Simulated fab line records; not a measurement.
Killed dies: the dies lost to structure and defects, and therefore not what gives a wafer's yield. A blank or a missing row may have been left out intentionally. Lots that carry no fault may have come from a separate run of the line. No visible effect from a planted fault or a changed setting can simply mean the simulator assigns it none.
Which tool was responsible? + flow sky130 + Sampling: 6 lots, 18 wafers, 4 of 708 route steps

WHAT THE GAUGES SHOWED, per wafer
SKY_NWELL_OVL_MEAS_10.
| lot  | measured    | on         | NWELL_00_OVL (nm)    |
|------|-------------|------------|----------------------|
| L299 | day 4 19:59 | overlay-01 | 0.3 1.3 0.2          |
| L301 | day 5 13:14 | overlay-01 | -0.6 -1.5 0.2        |
| L305 | day 6 04:19 | overlay-01 | 1.3 -0.6 -1.1        |
| L312 | day 7 23:28 | overlay-01 | -125.2 -125.6 -127.5 |
| L315 | day 8 16:41 | overlay-02 | -127.6 -127.5 -127.0 |
| L319 | day 9 19:01 | overlay-01 | 1.2 0.0 -0.4         |

EACH LOT AND THE TOOL THAT RAN IT (in order: tool; ch and the chambers of the sampled wafers; start)
| lot  | SKY_FIELD_ISO_ETCH_17          | SKY_FIELD_ISO_CMP_27         | SKY_NWELL_EXPOSE_07               |
|------|--------------------------------|------------------------------|-----------------------------------|
| L299 | rieSi-01 ch 0,1, day 2 10:50   | cmp-01 ch 1,2, day 2 15:46   | ilineStepper-02 ch 0, day 4 11:57 |
| L301 | rieSi-02 ch 0,1,3, day 2 21:48 | cmp-02 ch 0,1,2, day 3 05:10 | ilineStepper-02 ch 0, day 5 04:12 |
| L305 | rieSi-01 ch 0,1,2, day 3 17:27 | cmp-01 ch 1,2,3, day 3 20:43 | ilineStepper-01 ch 0, day 5 18:28 |
| L312 | rieSi-02 ch 1,2,3, day 5 06:24 | cmp-01 ch 0,1,3, day 5 09:43 | ilineStepper-01 ch 0, day 7 12:47 |
| L315 | rieSi-01 ch 0,1,3, day 5 20:45 | cmp-02 ch 1,3, day 6 01:25   | ilineStepper-01 ch 0, day 8 05:57 |
| L319 | rieSi-01 ch 1,3, day 6 19:21   | cmp-02 ch 0,1,3, day 7 00:14 | ilineStepper-02 ch 0, day 9 07:20 |
- SKY_FIELD_ISO_ETCH_17: etches Si in HBr/Cl2/O2, target depth 342 nm, time 97.7 s.
- SKY_FIELD_ISO_CMP_27: polishes, stops on Si3N4, t overpolish 16 s, target thk 457.8 nm.
- SKY_NWELL_EXPOSE_07: exposes mask NWM, target cd 840 nm.

THE ANSWER, worked out from the rows above alone
Rule: what is usual is taken from the lots themselves. The widest of any qualifying gaps counts: lots, ordered by their means at a reading, are off when they make up no more than a third of the lots, leave a main group of 4 or more, and stand apart from it by 3 or more times the standard deviation of that group's means. A main group is skipped when, at the precision printed for the reading in the tables above, its means are all equal. A lot without any number at a reading at which 4 lots or more have one is off too. Where the step has rows for the other lots, those lots are counted as sound.
Off: L312, L315, at SKY_NWELL_OVL_MEAS_10 (NWELL_00_OVL). Mean 0.0 nm and standard deviation 0.46 in the main group.
If a tool, at a process step before that reading, ran all the lots that are off and no sound lot after the first of them, it fits. The gauges at SKY_NWELL_OVL_MEAS_10 are tried like those tools. One fits: SKY_NWELL_EXPOSE_07 on ilineStepper-01. A fault onset in the window from L305 (day 5 18:28, its last sound lot) to L312 (day 7 12:47, its first lot off) fits.

WHAT THE SIMULATOR HAD INSERTED
Scanner matching overlay: ilineStepper-01, from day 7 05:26 on, at SKY_NWELL_EXPOSE_07. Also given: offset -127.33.
Shown lots that were struck: L312, L315. The rule above reached the same finding.
